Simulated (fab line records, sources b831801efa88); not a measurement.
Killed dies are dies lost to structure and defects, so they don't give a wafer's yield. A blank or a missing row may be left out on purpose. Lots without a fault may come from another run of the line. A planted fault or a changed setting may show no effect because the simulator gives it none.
fab line records | flow sky130
record lots=24 wafers=72 last_day=50
route steps=708 shown LDD_HVN@274 LDD_LDN@296 POLY_CUT@316 CAPM@538 VIA3@597 METAL4@600
lots that met no fault: from a run of the same line without faults
start_h: hours from the record's first day to the start of the lot's first wafer shown | wait_h: hours since the lot's step before | " the same as in the row above | L1.1+2: a row that stands for several wafers | - no value, or no start given | * or withheld: withheld | < > ~ a bound
route shown NAME@n: a module of which the file shows steps, and the number in the route of the first | usual: mean/standard deviation of fault-free wafers | same: alike in all rows | chamber/n: place in a boat | sites: the reading at each site | _std_site: their standard deviation | _edge_site: outer sites' mean less inner sites' | radius_mm: how far each site lies from the wafer's centre | mask NAME#n: copy n | behind: the tool/chamber that last shaped the wafer | hold: why the lot was held/for how many hours/how that ended | device: the transistor (n, p or np) that didn't switch | end of line: the same wafers' tests at the end of the route | a step without rows: its recipe alone | killed: dies lost to structure and defects at the first sort, not the wafer's yield | map: a wafer's dies, x killed, . not, _ none there
set.NAME: the setting as run; set.NAME@STEP: as run at that earlier step | model.NAME: the simulator's own value behind a step, which no gauge read
steps of the route over a sample of lots; a table a step, a row a wafer
services: from which hour (start_h, from the record's first day; less than 0 if before it) a tool's chamber was out of use, for how many hours, and why
## steps
# step SKY_LDD_HVN_OVL_MEAS_07
# usual LDD_HVN_OVL=-0.6/1.4
# columns lot.wafer tool chamber start_h wait_h LDD_HVN_OVL[nm]
L075.2 overlay-01 - 475.42 0.1 -0.8
L075.3 " - " " -1.7
L075.6 " - " " -2.3
L074.1 overlay-02 - 475.62 0.1 -0.8
L074.2 " - " " -1.0
L074.5 " - " " -0.3
L077.1 overlay-02 - 492.79 0.1 -1.7
L077.2 " - " " -2.3
L077.3 " - " " -0.9
L076.1 overlay-02 - 495.87 0.1 -1.6
L076.2 " - " " -1.3
L076.6 " - " " -1.2
L078.2 overlay-01 - 502.39 0.1 0.6
L078.4 " - " " -1.1
L078.5 " - " " 0.1
L079.2 overlay-02 - 520.24 0.1 -1.7
L079.3 " - " " -2.5
L079.5 " - " " -3.1
L081.2 overlay-02 - 528.04 0.1 -2.0
L081.4 " - " " -1.8
L081.5 " - " " -1.0
L080.3 overlay-01 - 529.93 0.1 1.1
L080.4 " - " " -0.5
L080.5 " - " " -1.0
L082.3 overlay-02 - 539.35 0.1 -3.4
L082.4 " - " " -2.3
L082.6 " - " " -2.5
L083.1 overlay-02 - 548.16 0.1 -0.7
L083.2 " - " " 0.4
L083.6 " - " " 1.7
L084.1 overlay-01 - 554.77 0.1 0.5
L084.4 " - " " 0.9
L084.6 " - " " 1.6
L085.4 overlay-01 - 559.88 0.1 -1.0
L085.5 " - " " -1.9
L085.6 " - " " -0.5
L086.2 overlay-02 - 571.34 0.1 0.6
L086.4 " - " " -0.1
L086.5 " - " " 0.4
L087.1 overlay-01 - 582.34 0.1 1.8
L087.2 " - " " 1.4
L087.4 " - " " 3.1
L088.1 overlay-01 - 596.66 0.1 0.2
L088.3 " - " " 1.0
L088.5 " - " " 2.1
L089.1 overlay-01 - 598.27 0.1 -0.6
L089.4 " - " " -1.4
L089.6 " - " " -0.3
L090.3 overlay-02 - 605.30 0.1 -0.4
L090.4 " - " " -3.3
L090.5 " - " " -0.5
L091.4 overlay-01 - 606.49 0.1 -1.7
L091.5 " - " " -2.2
L091.6 " - " " -1.2
L092.3 overlay-01 - 612.93 0.1 -0.8
L092.4 " - " " -0.7
L092.6 " - " " -0.8
L093.1 overlay-01 - 621.92 0.1 -0.1
L093.4 " - " " 0.9
L093.5 " - " " -1.7
L094.3 overlay-01 - 631.83 0.1 0.4
L094.5 " - " " -1.1
L094.6 " - " " 0.4
L095.3 overlay-02 - 635.20 0.1 -1.1
L095.4 " - " " -1.0
L095.5 " - " " -1.5
L096.1 overlay-01 - 639.61 0.1 -1.1
L096.3 " - " " -0.2
L096.4 " - " " -1.3
L097.1 overlay-02 - 652.21 0.1 -0.1
L097.2 " - " " -0.1
L097.3 " - " " 0.0
# step SKY_LDD_LDN_OVL_MEAS_07
# usual LDD_LDN_OVL=-0.6/1.2
# columns lot.wafer tool chamber start_h wait_h LDD_LDN_OVL[nm]
L075.2 overlay-02 - 536.67 0.1 0.2
L075.3 " - " " 1.0
L075.6 " - " " -0.3
L074.1 overlay-02 - 537.27 0.1 -0.7
L074.2 " - " " 1.5
L074.5 " - " " 0.6
L077.1 overlay-02 - 552.36 0.1 -1.7
L077.2 " - " " -1.6
L077.3 " - " " -1.6
L076.1 overlay-02 - 555.61 0.1 -3.0
L076.2 " - " " -1.1
L076.6 " - " " -1.4
L078.2 overlay-01 - 561.67 0.1 0.0
L078.4 " - " " -1.6
L078.5 " - " " -0.1
L079.2 overlay-02 - 579.77 0.1 -2.7
L079.3 " - " " -2.5
L079.5 " - " " -2.0
L081.2 overlay-01 - 587.92 0.1 -1.0
L081.4 " - " " -0.6
L081.5 " - " " -1.1
L080.3 overlay-01 - 588.78 0.1 -0.4
L080.4 " - " " 0.0
L080.5 " - " " -0.1
L082.3 overlay-02 - 598.62 0.1 -0.4
L082.4 " - " " 1.0
L082.6 " - " " 1.5
L083.1 overlay-02 - 606.77 0.1 -0.6
L083.2 " - " " -2.0
L083.6 " - " " -1.8
L084.1 overlay-02 - 613.81 0.1 -0.3
L084.4 " - " " -1.7
L084.6 " - " " -1.1
L085.4 overlay-01 - 619.88 0.1 0.2
L085.5 " - " " 1.6
L085.6 " - " " 0.8
L086.2 overlay-02 - 631.27 0.1 1.3
L086.4 " - " " 1.6
L086.5 " - " " 2.3
L087.1 overlay-01 - 641.26 0.1 -1.0
L087.2 " - " " 0.4
L087.4 " - " " 0.4
L088.1 overlay-01 - 654.61 0.1 -1.3
L088.3 " - " " 0.5
L088.5 " - " " 0.9
L089.1 overlay-02 - 656.72 0.1 1.6
L089.4 " - " " 0.0
L089.6 " - " " 0.3
L090.3 overlay-02 - 663.02 0.1 0.5
L090.4 " - " " 0.3
L090.5 " - " " 1.7
L091.4 overlay-01 - 664.93 0.1 0.4
L091.5 " - " " -0.4
L091.6 " - " " -0.3
L092.3 overlay-02 - 670.08 0.1 -1.7
L092.4 " - " " -2.1
L092.6 " - " " -1.8
L093.1 overlay-01 - 679.27 0.1 0.2
L093.4 " - " " -1.2
L093.5 " - " " -0.5
L094.3 overlay-01 - 689.28 0.1 -2.0
L094.5 " - " " -0.2
L094.6 " - " " -0.4
L095.3 overlay-02 - 692.83 0.1 -1.4
L095.4 " - " " -1.6
L095.5 " - " " -2.2
L096.1 overlay-02 - 696.21 0.1 -0.6
L096.3 " - " " -0.8
L096.4 " - " " -0.4
L097.1 overlay-02 - 709.96 0.1 -1.5
L097.2 " - " " 0.0
L097.3 " - " " 0.5
# step SKY_POLY_CUT_OVL_MEAS_09
# usual POLY_CUT_OVL=-3/5.5
# columns lot.wafer tool chamber start_h wait_h POLY_CUT_OVL[nm]
L075.2 overlay-01 - 568.34 0.1 -11
L075.3 " - " " -10
L075.6 " - " " -11
L074.1 overlay-02 - 569.88 0.1 -13
L074.2 " - " " -7
L074.5 " - " " -11
L077.1 overlay-02 - 584.21 0.1 -2
L077.2 " - " " -5
L077.3 " - " " -6
L076.1 overlay-01 - 586.96 0.1 6
L076.2 " - " " 6
L076.6 " - " " 1
L078.2 overlay-01 - 593.94 0.1 0
L078.4 " - " " 1
L078.5 " - " " 3
L079.2 overlay-02 - 611.49 0.1 0
L079.3 " - " " 0
L079.5 " - " " 1
L081.2 overlay-01 - 619.49 0.1 -4
L081.4 " - " " -7
L081.5 " - " " -3
L080.3 overlay-01 - 620.95 0.1 -3
L080.4 " - " " -2
L080.5 " - " " 1
L082.3 overlay-01 - 630.25 0.1 -6
L082.4 " - " " -5
L082.6 " - " " -7
L083.1 overlay-01 - 637.96 0.1 -2
L083.2 " - " " 0
L083.6 " - " " 0
L084.1 overlay-02 - 645.83 0.1 -2
L084.4 " - " " -8
L084.6 " - " " -6
L085.4 overlay-02 - 651.27 0.1 -2
L085.5 " - " " -2
L085.6 " - " " 1
L086.2 overlay-02 - 661.56 0.1 -10
L086.4 " - " " -8
L086.5 " - " " -10
L087.1 overlay-02 - 671.18 0.1 -7
L087.2 " - " " -5
L087.4 " - " " 0
L088.1 overlay-01 - 686.88 0.1 -10
L088.3 " - " " -8
L088.5 " - " " -4
L089.1 overlay-02 - 687.18 0.1 3
L089.4 " - " " 7
L089.6 " - " " 5
L090.3 overlay-02 - 694.15 0.1 -10
L090.4 " - " " -11
L090.5 " - " " -7
L091.4 overlay-01 - 697.60 0.1 -1
L091.5 " - " " -7
L091.6 " - " " -2
L092.3 overlay-02 - 700.72 0.1 -7
L092.4 " - " " -2
L092.6 " - " " -6
L093.1 overlay-02 - 710.46 0.1 -2
L093.4 " - " " 1
L093.5 " - " " 2
L094.3 overlay-01 - 719.94 0.1 2
L094.5 " - " " 9
L094.6 " - " " 8
L095.3 overlay-01 - 723.12 0.1 6
L095.4 " - " " 4
L095.5 " - " " 6
L096.1 overlay-02 - 727.18 0.1 -12
L096.3 " - " " -12
L096.4 " - " " -13
L097.1 overlay-01 - 740.03 0.1 0
L097.2 " - " " -3
L097.3 " - " " 0
# step SKY_CAPM_THK_MEAS_01
# recipe reads=SiO2_of_CAPM_CVD_00
# usual CAPM_CVD_00_THK=15.53/0.2
# columns lot.wafer tool chamber start_h wait_h CAPM_CVD_00_THK[nm]
L075.2 film_metro-02 - 857.77 - 15.35
L075.3 " - " " 15.30
L075.6 " - " " 15.60
L074.1 film_metro-03 - 859.02 - 15.55
L074.2 " - " " 15.42
L074.5 " - " " 15.78
L077.1 film_metro-03 - 872.29 - 15.39
L077.2 " - " " 15.29
L077.3 " - " " 15.34
L076.1 film_metro-03 - 872.58 - 15.43
L076.2 " - " " 15.44
L076.6 " - " " 15.75
L078.2 film_metro-03 - 880.09 - 15.45
L078.4 " - " " 15.51
L078.5 " - " " 15.59
L079.2 film_metro-02 - 896.37 - 15.70
L079.3 " - " " 15.65
L079.5 " - " " 15.80
L081.2 film_metro-02 - 901.80 - 15.44
L081.4 " - " " 15.69
L081.5 " - " " 15.79
L080.3 film_metro-01 - 904.49 - 15.43
L080.4 " - " " 15.69
L080.5 " - " " 15.63
L082.3 film_metro-03 - 910.29 - 15.79
L082.4 " - " " 15.90
L082.6 " - " " 15.87
L083.1 film_metro-03 - 918.84 - 15.52
L083.2 " - " " 15.25
L083.6 " - " " 15.84
L084.1 film_metro-01 - 925.12 - 15.57
L084.4 " - " " 15.60
L084.6 " - " " 15.64
L085.4 film_metro-01 - 926.72 - 15.81
L085.5 " - " " 15.93
L085.6 " - " " 15.89
L086.2 film_metro-02 - 940.08 - 15.71
L086.4 " - " " 15.68
L086.5 " - " " 15.72
L087.1 film_metro-03 - 948.24 - 15.33
L087.2 " - " " 15.16
L087.4 " - " " 15.72
L088.1 film_metro-03 - 959.24 - 15.34
L088.3 " - " " 15.27
L088.5 " - " " 15.70
L089.1 film_metro-03 - 961.21 - 15.44
L089.4 " - " " 15.59
L089.6 " - " " 15.73
L090.3 film_metro-02 - 968.40 - 15.46
L090.4 " - " " 15.57
L090.5 " - " " 15.57
L091.4 film_metro-01 - 972.25 - 15.64
L091.5 " - " " 15.58
L091.6 " - " " 15.51
L092.3 film_metro-03 - 973.89 - 15.53
L092.4 " - " " 15.87
L092.6 " - " " 15.59
L093.1 film_metro-01 - 983.12 - 15.07
L093.4 " - " " 15.36
L093.5 " - " " 15.33
L094.3 film_metro-03 - 984.96 - 15.25
L094.5 " - " " 15.59
L094.6 " - " " 15.39
L095.3 film_metro-01 - 989.84 - 15.48
L095.4 " - " " 15.61
L095.5 " - " " 15.62
L096.1 film_metro-01 - 995.74 - 15.28
L096.3 " - " " 15.42
L096.4 " - " " 15.38
L097.1 film_metro-01 - 1006.80 - 15.15
L097.2 " - " " 15.42
L097.3 " - " " 15.56
# step SKY_VIA3_CMP_24
# recipe stop_on=SiO2 t_overpolish_s=20 down_force_psi=3.5 platen_rpm=60 target_thk_nm=0 pad_velocity_m_s=0.94248
# usual motor_current_A=11.1/1.4 overpolish_run_s=20.001/0.0093 time_to_endpoint_s=94/4.4
# columns lot.wafer tool chamber start_h wait_h motor_current_A overpolish_run_s time_to_endpoint_s
L075.2 cmp-02 1 936.27 0.1 13.8 20.013 95
L075.3 " 3 " " 10.2 20.009 99
L075.6 " 0 " " 10.6 20.000 93
L074.2 cmp-02 0 937.22 0.1 10.7 20.001 96
L074.1 " 2 " " 11.5 20.010 98
L074.5 " 0 " " 10.3 19.994 92
L077.3 cmp-02 0 949.31 0.2 10.1 20.013 94
L077.1 " 2 " " 11.6 19.990 102
L077.2 " 3 " " 9.9 20.021 102
L076.2 cmp-02 0 951.09 0.0 9.6 19.991 94
L076.1 " 1 " " 13.3 20.014 94
L076.6 " 0 " " 10.5 20.013 93
L078.2 cmp-01 2 957.33 0.0 9.1 20.004 87
L078.4 " 1 " " 11.2 20.009 91
L078.5 " 3 " " 11.6 20.005 92
L079.3 cmp-02 1 973.70 0.0 14.4 19.995 96
L079.2 " 2 " " 11.5 19.995 102
L079.5 " 2 " " 11.2 20.022 99
L081.4 cmp-02 3 977.79 0.1 10.1 19.992 100
L081.2 " 0 " " 10.2 19.996 98
L081.5 " 2 " " 11.5 19.994 102
L080.3 cmp-01 1 981.94 0.0 11.1 20.005 87
L080.4 " 3 " " 12.3 20.000 91
L080.5 " 2 " " 9.2 19.997 89
L082.3 cmp-01 2 986.42 0.1 8.6 20.005 86
L082.4 " 3 " " 11.1 20.008 88
L082.6 " 0 " " 11.9 20.003 85
L083.2 cmp-01 3 994.73 0.1 11.8 19.994 92
L083.1 " 0 " " 12.2 20.000 87
L083.6 " 2 " " 9.0 19.987 88
L084.1 cmp-02 2 1001.14 0.1 11.5 20.014 98
L084.4 " 3 " " 10.4 19.995 102
L084.6 " 0 " " 9.8 19.994 97
L085.4 cmp-02 1 1001.90 0.2 13.5 19.995 94
L085.6 " 3 " " 10.3 19.999 98
L085.5 " 0 " " 10.3 20.004 96
L086.2 cmp-01 2 1015.67 0.0 9.2 19.993 88
L086.4 " 3 " " 11.9 20.013 94
L086.5 " 2 " " 8.9 19.993 90
L087.1 cmp-01 3 1023.94 0.2 11.4 20.003 96
L087.2 " 1 " " 11.3 19.985 95
L087.4 " 2 " " 9.1 20.005 90
L088.1 cmp-02 2 1033.38 0.1 11.5 20.019 95
L088.3 " 3 " " 9.5 20.003 96
L088.5 " 2 " " 11.4 20.001 93
L089.1 cmp-01 2 1034.93 0.1 9.0 19.998 88
L089.4 " 0 " " 11.2 20.010 91
L089.6 " 1 " " 11.2 19.986 93
L090.3 cmp-02 0 1043.40 0.6 10.1 20.003 94
L090.4 " 1 " " 14.2 20.001 95
L090.5 " 3 " " 9.8 20.003 96
L091.4 cmp-02 2 1046.89 0.1 11.0 19.997 101
L091.5 " 0 " " 10.6 19.996 93
L091.6 " 1 " " 12.9 19.996 93
L092.3 cmp-02 3 1047.85 0.1 10.2 20.023 99
L092.4 " 0 " " 9.9 20.016 95
L092.6 " 3 " " 9.7 20.006 99
L093.1 cmp-02 1 1055.93 0.1 12.7 19.997 90
L093.4 " 2 " " 11.6 19.992 94
L093.5 " 0 " " 10.0 19.981 93
L094.3 cmp-01 1 1058.24 0.2 10.7 20.002 92
L094.6 " 2 " " 8.5 20.008 89
L094.5 " 3 " " 11.8 19.999 92
L095.4 cmp-02 3 1061.93 0.1 9.3 19.997 95
L095.3 " 0 " " 9.7 19.993 96
L095.5 " 3 " " 9.9 19.983 98
L096.4 cmp-02 3 1068.51 0.1 9.7 20.011 96
L096.3 " 0 " " 10.0 19.999 87
L096.1 " 1 " " 13.3 20.004 90
L097.3 cmp-02 1 1077.58 0.0 12.9 19.988 91
L097.2 " 2 " " 11.3 20.006 98
L097.1 " 0 " " 9.7 20.010 93
# step SKY_METAL4_SPUTTER_02
# recipe material=AlCu target_thk_nm=735 power_w=10600 time_s=39.1 chamber_pressure_pa=0.4
# usual throttle_valve_pct=30.1/1.3
# columns lot.wafer tool chamber start_h wait_h throttle_valve_pct
L075.2 pvd_sputter-02 - 936.57 0.0 28.4
L075.3 " - " " 29.2
L075.6 " - " " 29.4
L074.1 pvd_sputter-02 - 937.52 0.0 29.2
L074.2 " - " " 32.1
L074.5 " - " " 28.8
L077.1 pvd_sputter-03 - 949.66 0.0 28.7
L077.2 " - " " 31.2
L077.3 " - " " 29.8
L076.1 pvd_sputter-04 - 951.44 0.0 30.3
L076.2 " - " " 31.1
L076.6 " - " " 30.5
L078.2 pvd_sputter-02 - 957.70 0.0 29.4
L078.4 " - " " 29.0
L078.5 " - " " 29.1
L079.2 pvd_sputter-03 - 974.05 0.0 29.9
L079.3 " - " " 28.5
L079.5 " - " " 28.2
L081.2 pvd_sputter-02 - 978.04 0.0 29.6
L081.4 " - " " 29.0
L081.5 " - " " 32.1
L080.3 pvd_sputter-02 - 982.29 0.0 29.1
L080.4 " - " " 32.2
L080.5 " - " " 29.6
L082.3 pvd_sputter-04 - 986.67 0.0 31.3
L082.4 " - " " 30.5
L082.6 " - " " 30.3
L083.1 pvd_sputter-04 - 994.98 0.0 31.1
L083.2 " - " " 30.4
L083.6 " - " " 30.2
L084.1 pvd_sputter-02 - 1001.39 0.0 29.5
L084.4 " - " " 29.4
L084.6 " - " " 29.2
L085.4 pvd_sputter-04 - 1002.15 0.0 30.7
L085.5 " - " " 30.2
L085.6 " - " " 30.7
L086.2 pvd_sputter-04 - 1016.02 0.0 32.3
L086.4 " - " " 30.5
L086.5 " - " " 32.0
L087.1 pvd_sputter-04 - 1024.29 0.0 30.5
L087.2 " - " " 32.0
L087.4 " - " " 31.3
L088.1 pvd_sputter-03 - 1033.73 0.0 28.4
L088.3 " - " " 30.9
L088.5 " - " " 28.2
L089.1 pvd_sputter-02 - 1035.23 0.0 32.3
L089.4 " - " " 29.7
L089.6 " - " " 29.3
L090.3 pvd_sputter-04 - 1043.65 0.0 30.4
L090.4 " - " " 31.2
L090.5 " - " " 32.3
L091.4 pvd_sputter-03 - 1047.13 0.0 31.3
L091.5 " - " " 31.0
L091.6 " - " " 28.4
L092.3 pvd_sputter-02 - 1048.14 0.0 32.1
L092.4 " - " " 28.3
L092.6 " - " " 28.9
L093.1 pvd_sputter-02 - 1056.23 0.0 28.7
L093.4 " - " " 29.8
L093.5 " - " " 29.0
L094.3 pvd_sputter-02 - 1058.43 0.0 29.1
L094.5 " - " " 29.2
L094.6 " - " " 28.5
L095.3 pvd_sputter-02 - 1062.23 0.0 29.3
L095.4 " - " " 32.2
L095.5 " - " " 28.5
L096.1 pvd_sputter-03 - 1068.81 0.0 29.8
L096.3 " - " " 31.0
L096.4 " - " " 28.5
L097.1 pvd_sputter-02 - 1077.93 0.0 32.1
L097.2 " - " " 29.1
L097.3 " - " " 29.3
## services
# columns tool chamber start_h hours kind
cmp-02 - 912.48 4.0 pm
cmp-02 - 916.48 - consumable_replace:conditioner
cmp-02 - 916.48 - consumable_replace:pad
cmp-01 - 924.23 5.0 repair
cmp-01 - 936.58 2.3 repair
cmp-01 - 942.03 5.7 pm
cmp-01 - 948.46 5.9 pm
cmp-02 - 981.41 1.8 repair
pvd_sputter-04 2 983.41 - consumable_replace:kit
pvd_sputter-04 2 983.41 18.0 scheduled_down
pvd_sputter-04 2 983.41 18.0 vent_cycle
cmp-01 - 1003.67 1.5 repair
cmp-02 - 1019.89 4.1 pm
pvd_sputter-02 1 1035.34 - consumable_replace:kit
pvd_sputter-02 1 1035.34 18.0 scheduled_down
pvd_sputter-02 1 1035.34 18.0 vent_cycle
pvd_sputter-04 1 1038.70 - consumable_replace:kit
pvd_sputter-04 1 1038.70 18.0 scheduled_down
pvd_sputter-04 1 1038.70 18.0 vent_cycle
cmp-01 - 1041.54 1.9 repair
pvd_sputter-03 - 1043.48 3.4 repair
pvd_sputter-04 - 1045.50 29.4 repair
cmp-01 - 1047.89 4.3 repair
## key
fault none
